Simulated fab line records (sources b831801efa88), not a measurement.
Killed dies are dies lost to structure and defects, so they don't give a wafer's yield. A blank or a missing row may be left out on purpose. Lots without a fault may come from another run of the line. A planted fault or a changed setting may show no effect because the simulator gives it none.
Which tool was responsible? | flow sky130 | Sampling: 14 lots, 42 wafers, 3 of 708 route steps

WHAT THE GAUGES READ, wafer by wafer
Not one reading of a measure or inspect step in the record can be checked against a usual standard deviation.

WHICH TOOL RAN EACH LOT (tool, then ch and the chambers of the sampled wafers, then the start)
lot  | SKY_VIA2_PEB_10                  | SKY_VIA2_ETCH_14                  | SKY_VIA2_SPUTTER_20
L333 | lithoTrack-04 ch 0, day 37 10:00 | rieDiel-04 ch 2,3, day 37 11:26   | pvdSputter-03, day 37 12:08
L335 | lithoTrack-03 ch 0, day 38 00:00 | rieDiel-02 ch 0,1,3, day 38 00:45 | pvdSputter-02, day 38 01:29
L336 | lithoTrack-04 ch 0, day 38 01:00 | rieDiel-01 ch 0,1,2, day 38 01:55 | pvdSputter-04, day 38 02:37
L337 | lithoTrack-01 ch 0, day 38 05:00 | rieDiel-02 ch 2,3, day 38 05:41   | pvdSputter-02, day 38 06:25
L338 | lithoTrack-01 ch 0, day 38 09:00 | rieDiel-01 ch 1,3, day 38 10:23   | pvdSputter-04, day 38 11:05
L339 | lithoTrack-01 ch 0, day 38 17:00 | rieDiel-04 ch 1,2,3, day 38 17:53 | pvdSputter-02, day 38 18:35
L340 | lithoTrack-01, day 39 13:00      | rieDiel-02 ch 1,2, day 39 13:41   | pvdSputter-04, day 39 14:23
L341 | lithoTrack-01, day 39 13:00      | rieDiel-01 ch 0,1, day 39 14:20   | pvdSputter-04, day 39 15:05
L349 | lithoTrack-03 ch 0, day 41 22:00 | rieDiel-01 ch 2,3, day 41 22:39   | pvdSputter-02, day 41 23:23
L350 | lithoTrack-01 ch 0, day 41 22:00 | rieDiel-02 ch 0,1,3, day 41 23:11 | pvdSputter-04, day 41 23:53
L348 | lithoTrack-01 ch 0, day 42 00:00 | rieDiel-02 ch 0,2, day 42 00:47   | pvdSputter-03, day 42 01:30
L352 | lithoTrack-03 ch 0, day 42 12:00 | rieDiel-04 ch 0,2,3, day 42 12:36 | pvdSputter-03, day 42 13:18
L351 | lithoTrack-04 ch 0, day 42 12:00 | rieDiel-02 ch 0,1,3, day 42 13:05 | pvdSputter-02, day 42 13:48
L353 | lithoTrack-01 ch 0, day 43 02:00 | rieDiel-04 ch 0,3, day 43 03:14   | pvdSputter-03, day 43 03:56
- SKY_VIA2_PEB_10
- SKY_VIA2_ETCH_14: etches BARC in N2/H2, stops on SiO2, time 45.9 s, target depth 60 nm.
- SKY_VIA2_SPUTTER_20: material TiN, target thk 20 nm, time 80 s.

AS READ BY THE TOOLS THEMSELVES (means over the sampled wafers that have a number; for cases with no such wafer, the mark the record gives instead)
SKY_VIA2_PEB_10.
lot  | tool          | exhaustPa (Pa)
L333 | lithoTrack-04 | 44.5
L335 | lithoTrack-03 | 44.6
L336 | lithoTrack-04 | 45.9
L337 | lithoTrack-01 | 43.5
L338 | lithoTrack-01 | 43.9
L339 | lithoTrack-01 | 45.9
L340 | lithoTrack-01 | -
L341 | lithoTrack-01 | -
L349 | lithoTrack-03 | 43.6
L350 | lithoTrack-01 | 46.1
L348 | lithoTrack-01 | 44.0
L352 | lithoTrack-03 | 45.5
L351 | lithoTrack-04 | 44.7
L353 | lithoTrack-01 | 43.9

SKY_VIA2_ETCH_14.
lot  | tool       | drypumpMotorCurrentA (A) | oesProductAu (a.u.) | throttleValvePct (%)
L333 | rieDiel-04 | 5.3                      | 0.860               | 13.228
L335 | rieDiel-02 | 5.6                      | 0.852               | 13.224
L336 | rieDiel-01 | 5.8                      | 0.856               | 13.219
L337 | rieDiel-02 | 5.7                      | 0.852               | 13.225
L338 | rieDiel-01 | 6.1                      | 0.856               | 13.232
L339 | rieDiel-04 | 5.7                      | 0.855               | 13.220
L340 | rieDiel-02 | 5.5                      | 0.861               | 13.217
L341 | rieDiel-01 | 5.7                      | 0.851               | 13.226
L349 | rieDiel-01 | 6.3                      | 0.859               | 13.225
L350 | rieDiel-02 | 5.6                      | 0.856               | 13.224
L348 | rieDiel-02 | 6.0                      | 0.854               | 13.232
L352 | rieDiel-04 | 5.3                      | 0.854               | 13.225
L351 | rieDiel-02 | 5.6                      | 0.853               | 13.226
L353 | rieDiel-04 | 5.1                      | 0.859               | 13.218

SKY_VIA2_SPUTTER_20.
lot  | tool          | throttleValvePct (%)
L333 | pvdSputter-03 | 31.7
L335 | pvdSputter-02 | 29.4
L336 | pvdSputter-04 | 29.8
L337 | pvdSputter-02 | 28.8
L338 | pvdSputter-04 | 29.6
L339 | pvdSputter-02 | 29.4
L340 | pvdSputter-04 | 29.4
L341 | pvdSputter-04 | 29.2
L349 | pvdSputter-02 | 29.4
L350 | pvdSputter-04 | 29.7
L348 | pvdSputter-03 | 31.2
L352 | pvdSputter-03 | 31.0
L351 | pvdSputter-02 | 28.9
L353 | pvdSputter-03 | 32.7

THE ANSWER, worked out from the rows above alone
Rule: the lots themselves supply what counts as usual. The widest of any qualifying gaps counts: lots, ordered by their means at a reading, are off when they make up no more than a third of the lots, leave a main group of 4 or more, and stand apart from it by 3 or more times the standard deviation of that group's means. A main group is skipped when, at the precision printed for the reading in the tables above, its means are all equal. A lot without any number at a reading at which 4 lots or more have one is off too. The other lots that the step has rows for count as sound. After the gauges, taken in route order, come the tools' own readings; for these a lot's mean is taken, as printed above. The first step at which some lot is off is used, and at that step the reading that is off furthest; a lot without a number counts as furthest.
Off: L340, L341 (SKY_VIA2_PEB_10, exhaustPa). Without a number there: L340, L341. The main group: mean 44.7 Pa, standard deviation 0.91.
If a tool, at that step or one of the process steps before it, ran each lot that is off and ran no sound lot following the first of them, it fits. No candidate that was tried fits.

WHAT THE SIMULATOR HAD PUT IN
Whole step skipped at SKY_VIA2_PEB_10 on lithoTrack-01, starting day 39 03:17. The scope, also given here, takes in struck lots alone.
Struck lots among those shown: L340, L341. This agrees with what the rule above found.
